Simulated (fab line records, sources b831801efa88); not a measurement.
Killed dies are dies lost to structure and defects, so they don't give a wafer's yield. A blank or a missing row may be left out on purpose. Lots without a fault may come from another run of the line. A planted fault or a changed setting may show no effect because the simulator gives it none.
A struck lot beside a sound one | flow sky130 | 15 steps out of a route of 708
Sound: wafers L176.3, L176.4, L176.5. Struck: wafers L174.1, L174.3, L174.6. The cause comes at the end.
At each step with rows: each side's tool, then ch and its chambers, then its first start. Under that, the readings that differ: sound wafers | struck wafers | difference of the means | sigmas: that difference in standard deviations of wafers without a fault.
alike: readings whose means differ by less than 2 such deviations, and words and numbers that are the same on both sides. not compared: withheld readings, readings that some wafer has no value for, bounds like >300 that may hide the same value, and numbers for which the record gives no deviation and whose values overlap.
The two part at a step that has a row with sigmas, a row that says differs or no value, or rows on one side only. Numbers that don't overlap but have no deviation are shown without sigmas and don't part them. A reading that every wafer of one side lacks parts them only if that side has two wafers or more.

SKY_DNWELL_TW_MEAS_09:
  sound on film_metro-03, day 6 23:42; struck on film_metro-04, day 6 11:56
  alike: DNWELL_TW
then, 7 steps without rows for these wafers: SKY_PWDE_DEHYDRATE_00 (time 60 s); SKY_PWDE_HMDS_01 (prime time 60 s); SKY_PWDE_COAT_02 (resist thk 3000 nm); SKY_PWDE_SOFTBAKE_03; SKY_PWDE_EXPOSE_04 (exposes mask PWDEM, target cd 840 nm); SKY_PWDE_PEB_05; SKY_PWDE_DEVELOP_06 (develop time 58.67 s).
SKY_PWDE_OVL_MEAS_07:
  sound on overlay-02, day 7 19:46; struck on overlay-02, day 7 07:29
  alike: PWDE_OVL
then, 1 step without rows for these wafers: SKY_PWDE_IMPLANT_08.
SKY_PWDE_STRIP_09: strips in O2/N2.
  sound on plasma_asher-04 ch 0,1, day 7 19:58; struck on plasma_asher-04 ch 0,1, day 7 07:41
  alike: drypump_motor_current_A, oes_product_au, strip_time_to_endpoint_s
  not compared: rf_hours_counter_h
SKY_PWDE_TW_MEAS_10:
  sound on film_metro-01, day 7 20:04; struck on film_metro-04, day 7 07:47
  reading | sound       | struck      | difference | sigmas
  PWDE_TW | 367 365 363 | 376 377 376 | +11        | +3
SKY_NWELL_DEHYDRATE_03: time 60 s.
  sound on litho_track-01 ch 0, day 8 06:17; struck on litho_track-02 ch 0, day 7 17:18
  reading                  | sound                | struck               | difference | sigmas
  heater_power_total_W (W) | 160.30 160.42 160.30 | 163.62 163.85 163.78 | +3.41      | +28
  run_length_s (s)         | 89.04 89.38 89.02    | 85.32 85.44 85.51    | -3.72      | -27
  alike: resist_line_temp_C
then, 1 step without rows for these wafers: SKY_NWELL_HMDS_04 (prime time 60 s).
SKY_PAD_OPEN_PROBE_99:
  the record has rows for the sound wafers here (prober-02, day 50 06:10) and none for the struck ones

WHERE THEY PART
First at SKY_PWDE_TW_MEAS_10; last, within this record, at SKY_PAD_OPEN_PROBE_99.

WHY: what the simulator had put in
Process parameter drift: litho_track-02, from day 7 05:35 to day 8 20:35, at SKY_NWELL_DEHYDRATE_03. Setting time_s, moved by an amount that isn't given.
